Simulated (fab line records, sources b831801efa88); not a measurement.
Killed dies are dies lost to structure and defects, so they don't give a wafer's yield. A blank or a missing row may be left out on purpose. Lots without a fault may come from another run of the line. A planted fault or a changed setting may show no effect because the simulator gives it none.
Chamber matching | flow sky130 | SKY_VIA1_CMP_02 on cmp-01: 4 sister chambers
The step polishes SiO2. 14 wafers are shown with their chamber, then 7 later ones without.

WAFERS WITH THEIR CHAMBER
wafer  | chamber | motor_current_A (A) | head_pressure_psi (psi) | platen_rpm (rpm)
L762.1 | 1       | 14.6                | 3.995                   | 59.97
L762.3 | 2       | 13.6                | 4.001                   | 59.99
L762.5 | 1       | 14.6                | 4.005                   | 60.00
L765.2 | 0       | 12.4                | 3.976                   | 60.02
L765.3 | 1       | 14.1                | 3.993                   | 60.06
L765.5 | 2       | 14.0                | 4.005                   | 60.02
L775.2 | 0       | 11.1                | 4.003                   | 59.97
L775.3 | 1       | 14.0                | 4.005                   | 59.93
L775.4 | 3       | 14.6                | 3.993                   | 60.07
L777.3 | 2       | 13.4                | 4.017                   | 59.98
L777.5 | 2       | 13.9                | 4.005                   | 60.01
L777.6 | 3       | 14.8                | 3.992                   | 60.02
L779.2 | 3       | 14.2                | 4.005                   | 59.95
L779.3 | 1       | 13.8                | 4.005                   | 59.95

SIGNATURES (means of the wafers above)
reading           | chamber 0 | chamber 1 | chamber 2 | chamber 3 | scatter within a chamber
motor_current_A   | 11.750    | 14.220    | 13.725    | 14.533    | 0.423
head_pressure_psi | 3.98950   | 4.00060   | 4.00700   | 3.99667   | 0.00872
platen_rpm        | 59.9950   | 59.9820   | 60.0000   | 60.0133   | 0.0445
Rule: a wafer's distance from a chamber is the root of the sum, over the readings, of the square of ((its reading less the chamber's mean) divided by the reading's scatter). The wafer belongs to the nearest chamber; if the next one is less than 2 further off, it can't be placed. The scatter: the root of (the sum of the squares of (reading less its chamber's mean) over the shown wafers, divided by (wafers less chambers)).

WAFERS WITHOUT THEIR CHAMBER
wafer  | motor_current_A (A) | head_pressure_psi (psi) | platen_rpm (rpm)
L779.5 | 14.4                | 4.008                   | 60.06
L781.1 | 14.1                | 4.011                   | 60.05
L781.4 | 14.9                | 3.998                   | 59.98
L781.6 | 14.1                | 3.999                   | 60.06
L785.1 | 14.6                | 4.000                   | 60.02
L785.2 | 10.7                | 4.010                   | 59.95
L785.3 | 13.8                | 3.990                   | 60.01

WHICH CHAMBER EACH WENT THROUGH
wafer  | from the rows above          | in truth
L779.5 | can't be placed: 3 or 1 or 2 | 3
L781.1 | can't be placed: 2 or 1 or 3 | 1
L781.4 | can't be placed: 3 or 1 or 2 | 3
L781.6 | can't be placed: 3 or 1 or 2 | 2
L785.1 | can't be placed: 3 or 1 or 2 | 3
L785.2 | 0                            | 0
L785.3 | can't be placed: 1 or 3 or 2 | 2
Placed correctly: 1 of 7. Can't be placed from these rows: 6 (the true chamber is among the candidates in 6). Placed wrongly: 0.
